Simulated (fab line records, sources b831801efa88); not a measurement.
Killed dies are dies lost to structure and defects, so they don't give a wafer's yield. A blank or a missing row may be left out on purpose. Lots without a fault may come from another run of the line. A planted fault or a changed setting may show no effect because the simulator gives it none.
fab line records | flow sky130
record lots=11 wafers=33 last_day=50
route steps=708 shown METAL4@598 VIA4@639 METAL5@661 PAD_OPEN@708
lots that met no fault: from a run of the same line without faults
start_h: hours from the record's first day to the start of the lot's first wafer shown | wait_h: hours since the lot's step before | " the same as in the row above | L1.1+2: a row that stands for several wafers | - no value, or no start given | * or withheld: withheld | < > ~ a bound
route shown NAME@n: a module of which the file shows steps, and the number in the route of the first | usual: mean/standard deviation of fault-free wafers | same: alike in all rows | chamber/n: place in a boat | sites: the reading at each site | _std_site: their standard deviation | _edge_site: outer sites' mean less inner sites' | radius_mm: how far each site lies from the wafer's centre | mask NAME#n: copy n | behind: the tool/chamber that last shaped the wafer | hold: why the lot was held/for how many hours/how that ended | device: the transistor (n, p or np) that didn't switch | end of line: the same wafers' tests at the end of the route | a step without rows: its recipe alone | killed: dies lost to structure and defects at the first sort, not the wafer's yield | map: a wafer's dies, x killed, . not, _ none there
set.NAME: the setting as run; set.NAME@STEP: as run at that earlier step | model.NAME: the simulator's own value behind a step, which no gauge read
steps of the route over a sample of lots; a table a step, a row a wafer
services: from which hour (start_h, from the record's first day; less than 0 if before it) a tool's chamber was out of use, for how many hours, and why
## steps
# step SKY_METAL4_SPUTTER_00
# recipe material=Ti target_thk_nm=15 power_w=3000 time_s=10 chamber_pressure_pa=0.4
# usual throttle_valve_pct=30.0/0.82
# same time_s=10
# columns lot.wafer tool chamber start_h wait_h throttle_valve_pct
L592.1 pvd_sputter-03 - 929.00 0.1 29.8
L592.3 " - " " 30.1
L592.6 " - " " 30.6
L593.1 pvd_sputter-03 - 931.14 0.2 29.9
L593.3 " - " " 30.0
L593.6 " - " " 30.5
L594.1 pvd_sputter-04 - 947.64 0.2 30.3
L594.3 " - " " 29.8
L594.4 " - " " 28.6
L601.3 pvd_sputter-04 - 1001.58 0.1 28.9
L601.4 " - " " 30.8
L601.5 " - " " 30.0
L602.4 pvd_sputter-03 - 1005.44 0.1 29.9
L602.5 " - " " 29.8
L602.6 " - " " 29.1
L605.1 pvd_sputter-01 - 1025.47 0.2 31.5
L605.3 " - " " 29.1
L605.6 " - " " 31.8
L606.1 pvd_sputter-01 - 1040.70 0.1 31.0
L606.3 " - " " 31.4
L606.4 " - " " 29.1
L613.2 pvd_sputter-03 - 1072.17 0.1 30.0
L613.4 " - " " 29.9
L613.5 " - " " 29.8
L612.1 pvd_sputter-04 - 1076.37 0.1 29.8
L612.4 " - " " 30.2
L612.5 " - " " 31.0
L615.3 pvd_sputter-03 - 1081.93 0.2 29.8
L615.4 " - " " 30.4
L615.6 " - " " 30.5
L614.1 pvd_sputter-03 - 1083.28 0.1 30.5
L614.5 " - " " 29.8
L614.6 " - " " 30.3
# step SKY_VIA4_HDPCVD_00
# recipe material=SiO2 target_thk_nm=1750 sigma_open_frac=0.3 time_s=291.7 temp_c=400 sih4_flow_sccm=60 pressure_mtorr=6
# usual run_length_s=319.7/0.42
# columns lot.wafer tool chamber start_h wait_h run_length_s
L592.1 hdpcvd-02 2 979.43 0.0 319.9
L592.3 " 0 " " 320.3
L592.6 " 1 " " 320.2
L593.1 hdpcvd-02 2 981.37 0.0 319.7
L593.3 " 0 " " 320.0
L593.6 " 1 " " 319.7
L594.1 hdpcvd-02 2 997.30 0.0 319.6
L594.3 " 1 " " 319.8
L594.4 " 0 " " 320.2
L601.3 hdpcvd-01 2 1047.44 0.0 355.3
L601.4 " 0 " " 355.8
L601.5 " 1 " " 356.1
L602.4 hdpcvd-01 2 1052.61 0.1 355.7
L602.5 " 0 " " 356.0
L602.6 " 1 " " 356.0
L605.1 hdpcvd-02 1 1071.33 0.0 320.5
L605.3 " 2 " " 319.7
L605.6 " 2 " " 320.3
L606.1 hdpcvd-02 0 1084.81 0.0 319.7
L606.3 " 1 " " 320.3
L606.4 " 2 " " 319.3
L613.2 hdpcvd-02 0 1115.11 0.0 319.9
L613.4 " 1 " " 320.4
L613.5 " 2 " " 319.7
L612.1 hdpcvd-01 0 1120.10 0.0 319.6
L612.4 " 1 " " 320.3
L612.5 " 2 " " 318.8
L615.3 hdpcvd-02 2 1124.16 0.0 319.4
L615.4 " 0 " " 320.0
L615.6 " 2 " " 319.9
L614.1 hdpcvd-02 1 1126.18 0.0 319.7
L614.5 " 0 " " 319.8
L614.6 " 1 " " 320.0
# step SKY_VIA4_THK_MEAS_01
# recipe reads=SiO2_of_VIA4_HDPCVD_00
# usual VIA4_HDPCVD_THK=1748/23
# columns lot.wafer tool chamber start_h wait_h VIA4_HDPCVD_THK[nm]
L592.1 film_metro-04 - 979.61 0.1 1764
L592.3 " - " " 1741
L592.6 " - " " 1783
L593.1 film_metro-03 - 981.55 0.1 1745
L593.3 " - " " 1736
L593.6 " - " " 1762
L594.1 film_metro-03 - 997.48 0.1 1759
L594.3 " - " " 1774
L594.4 " - " " 1746
L601.3 film_metro-02 - 1047.64 0.1 1955
L601.4 " - " " 1930
L601.5 " - " " 1950
L602.4 film_metro-04 - 1052.73 0.0 1956
L602.5 " - " " 1930
L602.6 " - " " 1954
L605.1 film_metro-04 - 1071.51 0.1 1784
L605.3 " - " " 1767
L605.6 " - " " 1775
L606.1 film_metro-03 - 1084.99 0.1 1753
L606.3 " - " " 1790
L606.4 " - " " 1771
L613.2 film_metro-03 - 1115.29 0.1 1756
L613.4 " - " " 1782
L613.5 " - " " 1767
L612.1 film_metro-02 - 1120.28 0.1 1716
L612.4 " - " " 1717
L612.5 " - " " 1752
L615.3 film_metro-03 - 1124.35 0.1 1777
L615.4 " - " " 1762
L615.6 " - " " 1774
L614.1 film_metro-03 - 1126.36 0.1 1764
L614.5 " - " " 1750
L614.6 " - " " 1749
# step SKY_VIA4_CMP_21
# recipe stop_on=SiO2 t_overpolish_s=25 down_force_psi=3.5 platen_rpm=60 target_thk_nm=0 pad_velocity_m_s=0.94248
# usual motor_current_A=10.4/1.3 overpolish_run_s=24.999/0.0085 time_to_endpoint_s=123/5.3
# same t_overpolish_s=25
# columns lot.wafer tool chamber start_h wait_h motor_current_A overpolish_run_s time_to_endpoint_s
L592.1 cmp-01 1 1003.92 0.1 9.0 25.002 118
L592.3 " 2 " " 9.3 25.006 119
L592.6 " 0 " " 11.1 24.995 113
L593.1 cmp-02 2 1006.51 0.1 12.5 24.995 127
L593.3 " 3 " " 12.4 25.013 129
L593.6 " 0 " " 9.9 25.009 131
L594.4 cmp-01 0 1022.00 0.0 11.3 25.002 118
L594.3 " 1 " " 8.7 24.991 118
L594.1 " 3 " " 10.6 24.997 119
L601.4 cmp-01 1 1070.44 0.1 8.5 24.997 119
L601.3 " 3 " " 9.9 24.983 117
L601.5 " 1 " " 9.4 25.004 120
L602.4 cmp-02 2 1075.64 0.0 12.1 24.997 121
L602.5 " 2 " " 12.5 24.985 119
L602.6 " 3 " " 11.8 24.985 124
L605.1 cmp-01 3 1093.33 0.1 10.8 25.007 115
L605.3 " 1 " " 8.4 25.016 124
L605.6 " 3 " " 10.4 25.000 121
L606.3 cmp-02 1 1106.79 0.0 10.1 24.998 127
L606.1 " 2 " " 12.9 25.005 125
L606.4 " 0 " " 9.8 24.993 124
L613.2 cmp-01 2 1135.79 0.0 9.5 24.989 123
L613.4 " 0 " " 11.1 24.993 122
L613.5 " 2 " " 9.6 24.994 121
L612.4 cmp-01 0 1140.42 0.0 11.1 24.998 118
L612.1 " 2 " " 9.1 25.006 127
L612.5 " 0 " " 11.2 24.999 116
L615.4 cmp-01 3 1145.11 0.0 10.7 24.997 123
L615.3 " 0 " " 11.6 24.982 120
L615.6 " 3 " " 10.7 24.992 120
L614.1 cmp-02 3 1147.33 0.6 11.8 24.999 124
L614.5 " 1 " " 10.0 24.997 126
L614.6 " 2 " " 12.8 24.998 120
# step SKY_METAL5_SPUTTER_00
# recipe material=Ti target_thk_nm=15 power_w=3000 time_s=10 chamber_pressure_pa=0.4
# usual throttle_valve_pct=30.0/0.88
# same time_s=10
# columns lot.wafer tool chamber start_h wait_h throttle_valve_pct
L592.1 pvd_sputter-04 - 1004.17 0.2 29.8
L592.3 " - " " 30.0
L592.6 " - " " 28.4
L593.1 pvd_sputter-02 - 1006.71 0.1 29.8
L593.3 " - " " 29.8
L593.6 " - " " 30.0
L594.1 pvd_sputter-01 - 1022.30 0.1 29.2
L594.3 " - " " 29.1
L594.4 " - " " 31.3
L601.3 pvd_sputter-02 - 1070.69 0.1 29.9
L601.4 " - " " 30.3
L601.5 " - " " 29.8
L602.4 pvd_sputter-01 - 1075.94 0.2 31.6
L602.5 " - " " 28.9
L602.6 " - " " 31.7
L605.1 pvd_sputter-01 - 1093.63 0.2 29.1
L605.3 " - " " 31.0
L605.6 " - " " 29.1
L606.1 pvd_sputter-04 - 1107.09 0.2 30.9
L606.3 " - " " 30.0
L606.4 " - " " 29.3
L613.2 pvd_sputter-01 - 1136.09 0.2 29.6
L613.4 " - " " 29.2
L613.5 " - " " 31.6
L612.1 pvd_sputter-01 - 1140.72 0.1 32.0
L612.4 " - " " 29.1
L612.5 " - " " 29.3
L615.3 pvd_sputter-04 - 1145.41 0.2 28.8
L615.4 " - " " 29.8
L615.6 " - " " 30.9
L614.1 pvd_sputter-04 - 1147.53 0.1 28.4
L614.5 " - " " 29.9
L614.6 " - " " 28.9
# step SKY_PAD_OPEN_PROBE_99
# usual defect_limited_yield=82.4/1.9 killed_at_M0_to_M3=43/7.1 killed_at_M4_up=3.2/1.7 killed_at_contacts=24/5.6 killed_at_front_end=16/5 killed_at_other=0.4/0.68 killed_dies=86/9.3 killed_open=47/7.1 killed_short=39/5.7 sort_bin_3_pad_short=0.9/0.38 sort_bin_5_function=10.4/1.5 sort_bin_6_memory=6.3/1.3 sort_n_pass=406/9.3 sort_yield_pct=82.4/1.9
# same gross_dies=492 killed_at_back_side=0 sort_bin_4_leakage[%]=0 sort_bin_8_speed[%]=0
# columns lot.wafer tool chamber start_h wait_h defect_limited_yield[%] killed_at_M0_to_M3 killed_at_M4_up killed_at_contacts killed_at_front_end killed_at_other killed_dies killed_open killed_short sort_bin_3_pad_short[%] sort_bin_5_function[%] sort_bin_6_memory[%] sort_n_pass sort_yield_pct[%]
L602.5 prober-01 - 1140.11 0.2 82.5 47 2 26 10 1 86 53 33 0.4 8.9 8.1 406 82.5
L602.6 prober-01 - 1140.16 0.2 81.7 45 4 31 9 1 90 45 44 0.8 10.0 7.5 402 81.7
# killed by level:class
L602.5 VIA1:geometric_particle:open=14 CONTACT:geometric_particle:open=10 LI_CONTACT:geometric_particle:open=9 VIA2:geometric_particle:open=6 METAL1:geometric_particle:short=5 METAL2:geometric_particle:short=4 VIA3:geometric_particle:short=4 VIA3:geometric_particle:open=4
L602.6 VIA1:geometric_particle:open=12 LI_CONTACT:geometric_particle:open=9 CONTACT:geometric_particle:open=9 METAL1:geometric_particle:short=6 VIA1:geometric_particle:short=6 VIA2:geometric_particle:short=5 CONTACT:geometric_particle:short=4 VIA2:geometric_particle:open=4
## services
# columns tool chamber start_h hours kind
cmp-01 - 911.34 2.5 repair
cmp-01 - 913.86 4.0 pm
cmp-02 - 917.86 5.5 pm
cmp-02 - 922.72 5.8 repair
pvd_sputter-03 - 932.08 5.2 repair
cmp-01 - 941.29 1.3 repair
pvd_sputter-01 - 953.33 2.4 repair
pvd_sputter-03 - 958.48 1.5 repair
cmp-01 - 960.65 1.0 repair
cmp-02 - 960.88 1.1 repair
hdpcvd-02 - 970.11 1.8 repair
cmp-01 - 970.41 5.2 pm
hdpcvd-02 - 972.76 0.7 repair
pvd_sputter-03 - 981.05 1.1 repair
pvd_sputter-01 - 986.96 1.9 repair
pvd_sputter-01 - 991.91 1.4 repair
hdpcvd-02 - 1012.74 0.4 repair
pvd_sputter-03 - 1017.64 4.7 repair
pvd_sputter-04 - 1030.74 2.0 repair
pvd_sputter-04 - 1030.76 1.6 repair
pvd_sputter-03 - 1041.29 4.9 repair
cmp-01 - 1055.68 0.8 repair
pvd_sputter-01 - 1064.10 3.9 repair
cmp-01 - 1146.40 10.5 pm
## key
first_sign step=SKY_VIA4_HDPCVD_00 reading=run_length_s direction=up sigmas=86 usual=* struck=*
effect step=SKY_VIA4_THK_MEAS_01 reading=VIA4_HDPCVD_THK direction=up sigmas=8.5 usual=1748 struck=1946
met_at SKY_VIA4_HDPCVD_00
struck_lots L601,L602
not_acting_at SKY_METAL4_SPUTTER_00,SKY_VIA4_CMP_21,SKY_METAL5_SPUTTER_00
fault kind=process_parameter_drift tool=hdpcvd-01 chamber=- onset_h=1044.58 steps=SKY_VIA4_HDPCVD_00 channel=time_s offset=* shape=step end_h=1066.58 acts_in=* stated=*
